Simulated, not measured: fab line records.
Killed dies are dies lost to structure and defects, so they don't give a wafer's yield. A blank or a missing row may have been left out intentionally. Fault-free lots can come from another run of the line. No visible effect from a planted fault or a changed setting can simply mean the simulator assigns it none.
Comparing a struck lot with a sound one || flow sfqLine || 13 out of 325 route steps
Sound: wafers L219.1, L219.2, L219.4. Struck: wafers L223.1, L223.2, L223.6. At the end, the cause is stated.
Per side, at each step with rows, come the tool, then ch with its chambers, and then its first start. Under that, the readings that differ: sound wafers || struck wafers || difference of the means || sigmas: that difference in standard deviations of wafers without a fault.
alike: readings with means less than 2 such deviations apart, plus words and numbers identical on both sides. not compared: withheld readings, readings lacking a value on some wafer, bounds such as >300 that could conceal the same value, and numbers that have no deviation in the record and whose values overlap.
A row with sigmas, a row that says differs or no value, or rows on one side alone: a step with any of these is where the two part. Non-overlapping numbers with no deviation appear without sigmas and do not part them. Lack of a reading on every wafer of one side parts them only where that side has two or more wafers.

SFQ_TRILAYER_I6_VIA_ETCH_VIA_ETCH_172: etches SiO2 in CHF3, stops on Nb, target depth 260 nm.
  sound on rieDiel-04 ch 0,2,3, day 82 21:57; struck on rieDiel-03 ch 0,2, day 89 01:41
  alike: biasW, drypumpMotorCurrentA, oesProductAu
SFQ_TRILAYER_I6_VIA_STRIP_STRIP_173: strips in O2.
  sound on rieMetal-02 ch 1, day 82 22:04; struck on rieMetal-02 ch 0, day 89 01:48
  alike: drypumpMotorCurrentA, oesProductAu
  not compared: rfHoursCounterH
then, 2 steps without rows for these wafers: SFQ_TRILAYER_I6_VIA_STRIP_SOLV_CLEAN_174 (cleans in NMP, time 600 s); SFQ_TRILAYER_M7_DEP_PRE_CLEAN_176 (time 22.5 s).
SFQ_TRILAYER_M7_DEP_SPUTTER_175: material Nb, target thk 200 nm, time 127.5 s.
  struck on pvdSputter-05, day 89 03:13; sound on pvdSputter-05, day 82 23:28
  alike: basePressurePa, throttleValvePct
SFQ_M7_RS_MEAS_943: measures by four-point-probe.
  struck on filmMetro-01, day 89 03:18; sound on filmMetro-03, day 82 23:34
  alike: M7_NB_RS
then, 5 steps without rows for these wafers: SFQ_TRILAYER_M7_LITHO_COAT_182 (resist thk 62 nm); SFQ_TRILAYER_M7_LITHO_COAT_177 (resist thk 600 nm); SFQ_TRILAYER_M7_LITHO_SOFTBAKE_181; SFQ_TRILAYER_M7_LITHO_EXPOSE_178 (exposes mask M7, target cd 500 nm); SFQ_TRILAYER_M7_LITHO_PEB_180 (peb time 60 s).
SFQ_TRILAYER_M7_LITHO_DEVELOP_179: time 60 s.
  struck on lithoTrack-03, day 89 08:02; sound on lithoTrack-03 ch 0, day 87 03:26
  no value came back on the struck wafers for chillPlateTempC (C), exhaustPa (Pa); on the sound wafers chillPlateTempC (C) reads 23.08 22.87 23.11
{"reading": "model.KrF_of_TRILAYER_M7_LITHO_COAT_177.thkNm (nm)", "sound": "573.5 574.2 575.2", "struck": "599.7 601.6 600.9", "difference": "+26.4", "sigmas": ""}
SFQ_M7_OVL_MEAS_945:
  struck on overlay-01, day 89 08:11; sound on overlay-01, day 87 03:35
{"reading": "M7_OVL (nm)", "sound": "14 8 7", "struck": "- - -", "difference": "no value on the struck wafers", "sigmas": ""}

== WHERE THEY PART ==
At SFQ_TRILAYER_M7_LITHO_DEVELOP_179 first; at SFQ_M7_OVL_MEAS_945 last (within this record only).

WHY: what the simulator had put in
Whole step skipped at SFQ_TRILAYER_M7_LITHO_DEVELOP_179 on lithoTrack-03, starting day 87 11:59. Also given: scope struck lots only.
